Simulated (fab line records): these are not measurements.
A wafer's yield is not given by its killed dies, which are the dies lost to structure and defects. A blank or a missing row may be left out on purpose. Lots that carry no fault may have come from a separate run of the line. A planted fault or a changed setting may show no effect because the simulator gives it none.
Comparing a struck lot with a sound one    flow sky130    44 steps out of a route of 708
Sound: these wafers, L539.1, L539.5, L539.6. Struck: wafer L550.3. (L550.2, L550.5 of the same lot were not struck and are left out.) The cause comes at the end.
For every step that has rows: the tool of each side, followed by ch and its chambers, followed by its first start. Under that, the readings that differ: sound wafers    struck wafers    difference of the means    sigmas: that difference in standard deviations of wafers without a fault.
alike: same words and numbers on both sides, and readings whose means sit less than 2 such deviations apart. not compared: any withheld reading, any reading some wafer has no value for, any bound like >300 that may hide the same value, and any number with overlapping values for which the record gives no deviation.
A row with sigmas, a row that says differs or no value, or rows on one side alone: a step with any of these is where the two part. Numbers that don't overlap but have no deviation are shown without sigmas and don't part them. Lack of a reading on every wafer of one side parts them only where that side has two or more wafers.

first, 1 step without rows for these wafers: SKY_VIA2_SPUTTER_20 (material TiN, target thk 20 nm, time 80 s).
SKY_VIA2_CVD_21: deposits W, target thk 420 nm, time 126.4 s.
  sound on cvd_w-01 ch 0,1, day 37 09:14; struck on cvd_w-01 ch 1, day 40 15:03
  alike: heater_power_w
  not compared: since_wet_clean_h
SKY_VIA2_RS_MEAS_22: uses a four-point probe to measure.
  sound on film_metro-01, day 37 09:22; struck on film_metro-01, day 40 15:12
  alike: VIA2_W_RS
SKY_VIA2_THK_MEAS_23: measures by xrf.
  sound on film_metro-01, day 37 09:29; struck on film_metro-01, day 40 15:19
  alike: VIA2_W_THK
then, 3 steps without rows for these wafers: SKY_VIA2_CMP_24 (polishes, stops on SiO2, t overpolish 20 s, target thk 0 nm); SKY_METAL3_SPUTTER_00 (material Ti, target thk 15 nm, time 10 s); SKY_METAL3_SPUTTER_01 (material TiN, target thk 20 nm, time 16.7 s).
SKY_METAL3_SPUTTER_02: material AlCu, target thk 735 nm, time 39.1 s.
  sound on pvd_sputter-03, day 37 09:54; struck on pvd_sputter-01, day 40 15:43
  alike: throttle_valve_pct
SKY_METAL3_SPUTTER_03: material Ti, target thk 5 nm, time 3.3 s.
  sound on pvd_sputter-03, day 37 09:56; struck on pvd_sputter-01, day 40 15:45
  alike: throttle_valve_pct
then, 1 step without rows for these wafers: SKY_METAL3_SPUTTER_04 (material TiN, target thk 70 nm, time 58.3 s).
SKY_CAPM_CVD_00: deposits SiO2, target thk 15.5 nm.
  sound on pecvd-04 ch 1,2, day 37 10:00; struck on pecvd-04 ch 1, day 40 15:49
  alike: heater_power_w
SKY_CAPM_THK_MEAS_01:
  sound on film_metro-04, day 37 10:02; struck on film_metro-04, day 40 15:51
  alike: CAPM_CVD_00_THK
SKY_CAPM_SPUTTER_02: material TiN, target thk 200 nm, time 166.7 s.
  sound on pvd_sputter-04, day 37 10:05; struck on pvd_sputter-02, day 40 15:54
reading                                   sound                 struck  difference  sigmas
substrate_temp_c (C)                      300.18 299.94 300.25  299.65  -0.47       -2
model.TiN_of_CAPM_SPUTTER_02.thk_nm (nm)  199.5 200.2 197.4     180.2   -18.8       
  alike: throttle_valve_pct
SKY_CAPM_RS_MEAS_03: uses a four-point probe to measure.
  sound on film_metro-01, day 37 10:12; struck on film_metro-02, day 40 16:07
reading               sound           struck  difference  sigmas
CAPM_TIN_RS (ohm/sq)  6.95 6.92 7.02  7.71    +0.75       +8
SKY_CAPM_THK_MEAS_04: measures by xrf.
  sound on film_metro-01, day 37 10:19; struck on film_metro-02, day 40 16:14
reading            sound              struck  difference  sigmas
CAPM_TIN_THK (nm)  194.0 193.9 192.3  173.7   -19.7       -7
then, 7 steps without rows for these wafers: SKY_CAPM_DEHYDRATE_05 (time 60 s); SKY_CAPM_HMDS_06 (prime time 60 s); SKY_CAPM_COAT_07 (resist thk 1140 nm); SKY_CAPM_SOFTBAKE_08 (time 60 s); SKY_CAPM_EXPOSE_09 (exposes mask CAPM, target cd 1000 nm); SKY_CAPM_PEB_10; SKY_CAPM_DEVELOP_11 (develop time 60 s).
SKY_CAPM_OVL_MEAS_12:
  sound on overlay-01, day 38 11:49; struck on overlay-01, day 41 15:30
  alike: CAPM_OVL
SKY_CAPM_METAL_ETCH_13: etches TiN in Cl2/BCl3, stops on SiO2, target depth 220 nm, time 62.9 s.
  sound on rie_metal-03 ch 0,1, day 38 11:51; struck on rie_metal-04 ch 1, day 41 15:32
reading                 sound                 struck  difference  sigmas
oes_product_au (a.u.)   0.935 0.943 0.942     0.881   -0.059      -7
throttle_valve_pct (%)  21.909 21.894 21.911  21.934  +0.029      +3
  alike: drypump_motor_current_A, mfc_cl2_sccm
  not compared: rf_hours_counter_h
then, 12 steps without rows for these wafers: SKY_CAPM_STRIP_14 (strips in O2/N2); SKY_CAPM_STRIP_15 (strips in post etch residue remover, time 1200 s); SKY_CAPM_CLEAN_16 (cleans in IPA, time 180 s); SKY_CAPM_CLEAN_17 (cleans in O3/DIW); SKY_METAL3_DEHYDRATE_05 (time 60 s); SKY_METAL3_HMDS_06 (prime time 60 s); SKY_METAL3_COAT_07 (resist thk 60 nm); SKY_METAL3_COAT_08 (resist thk 1140 nm); SKY_METAL3_SOFTBAKE_09 (time 90 s); SKY_METAL3_EXPOSE_10 (exposes mask MM3, target cd 300 nm); SKY_METAL3_PEB_11; SKY_METAL3_DEVELOP_12 (develop time 60 s).
SKY_METAL3_CD_MEAS_13: target cd 300 nm.
  sound on cd_sem-01, day 39 13:10; struck on cd_sem-02, day 42 15:03
  alike: cd_nm
SKY_METAL3_OVL_MEAS_14:
  sound on overlay-02, day 39 13:17; struck on overlay-01, day 42 15:10
  alike: METAL3_OVL
then, 2 steps without rows for these wafers: SKY_METAL3_DESCUM_15 (chemistry O2, time 8 s); SKY_METAL3_ETCH_16 (etches BARC in N2/H2, stops on SiO2, time 88.2 s, target depth 60 nm).
SKY_METAL3_ETCH_17: etches SiO2 in C4F8/O2/Ar, stops on TiN, time 3.9 s, target depth 15 nm.
  sound on rie_diel-03 ch 0,1,3, day 39 13:28; struck on rie_diel-01 ch 1, day 42 15:19
  alike: oes_product_au
  not compared: rf_hours_counter_h
then, 1 step without rows for these wafers: SKY_METAL3_METAL_ETCH_18 (etches the open film in Cl2/BCl3, stops on SiO2, target depth 845 nm, time 183.1 s).
SKY_METAL3_STRIP_20: strips in post etch residue remover, time 1200 s.
  sound on wet_bench-02 ch 1, day 39 13:45; struck on wet_bench-03 ch 0, day 42 15:47
reading                                   sound              struck  difference  sigmas
model.TiN_of_CAPM_SPUTTER_02.thk_nm (nm)  198.6 199.4 196.6  179.4   -18.8       
-- the record jumps here: 7 days lie between the struck wafers' starts before and after (it left off in module METAL3 and takes up again in module PAD_OPEN, whose first step shown is number 708 of the route) --
SKY_PAD_OPEN_PROBE_99:
  sound on prober-01, day 46 15:36; struck on prober-02, day 49 04:20
reading                               sound                 struck  difference  sigmas
model.etest.cap_mim.plate_ohm_sq      6.027 6.001 6.111     6.61    +0.56       
model.etest.cap_mim.leak_log10_a_cm2  -8.739 -8.993 -8.889  -8.529  +0.345      
  alike: defect_limited_yield, killed_at_M0_to_M3, killed_at_M4_up, killed_at_contacts, killed_at_front_end, killed_at_other, killed_dies, killed_open, killed_short, sort_bin_3_pad_short, sort_bin_5_function, sort_bin_6_memory, sort_n_pass, sort_yield_pct

== WHERE THEY PART ==
First at SKY_CAPM_SPUTTER_02; last, within this record, at SKY_CAPM_METAL_ETCH_13. Later steps at which nothing parts them and some readings are alike: SKY_METAL3_CD_MEAS_13, SKY_METAL3_OVL_MEAS_14, SKY_METAL3_ETCH_17, SKY_PAD_OPEN_PROBE_99.

WHY: what had been put in by the simulator
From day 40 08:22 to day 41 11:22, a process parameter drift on pvd_sputter-02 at SKY_CAPM_SPUTTER_02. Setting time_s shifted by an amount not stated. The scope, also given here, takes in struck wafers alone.
